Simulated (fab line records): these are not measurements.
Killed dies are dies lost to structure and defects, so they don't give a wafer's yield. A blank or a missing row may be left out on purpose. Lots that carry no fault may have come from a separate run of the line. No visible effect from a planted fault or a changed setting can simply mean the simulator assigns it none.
Chamber matching ; flow gf180mcu ; cmp-01 running GF_STI_CMP_25: 4 sister chambers
The step polishes, stops on Si3N4, t overpolish 33 s, target thk 524.6 nm. 8 wafers are shown with their chamber, then 7 later ones without.

EACH WAFER AND ITS CHAMBER
wafer;chamber;motor-current-A (A);time-to-endpoint-s (s)
L288.3;3;14.0;128
L289.3;3;13.8;127
L289.4;2;11.3;121
L289.6;1;9.6;134
L290.5;0;13.1;127
L290.6;1;10.1;135
L296.1;2;11.2;120
L296.4;0;12.5;121

WAFERS WITHOUT THEIR CHAMBER
wafer;motor-current-A (A);time-to-endpoint-s (s)
L296.6;11.0;119
L298.1;9.6;129
L298.3;13.9;128
L298.4;11.7;117
L304.1;12.4;120
L304.3;13.7;125
L304.4;11.2;117

CHAMBER TAKEN BY EACH
wafer;from the rows above;in truth
L296.6;2;2
L298.1;1;1
L298.3;3;3
L298.4;2;2
L304.1;can't be placed: 0 or 2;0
L304.3;can't be placed: 3 or 0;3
L304.4;2;2
5 of 7 placed correctly. These rows do not allow placing 2 (true chamber among the candidates in 2). Number placed wrongly: 0.
How it was worked out, from the rows above alone: a wafer's distance from a chamber is the root of the sum, over the readings, of the square of ((its reading less the chamber's mean) divided by the reading's scatter). The wafer belongs to the nearest chamber; if the next one is less than 2 further off, it can't be placed. A chamber's mean is the mean of its shown wafers. The scatter is the square root of a quotient: the sum, over the shown wafers, of each reading's squared deviation from its chamber's mean, divided by wafers minus chambers.
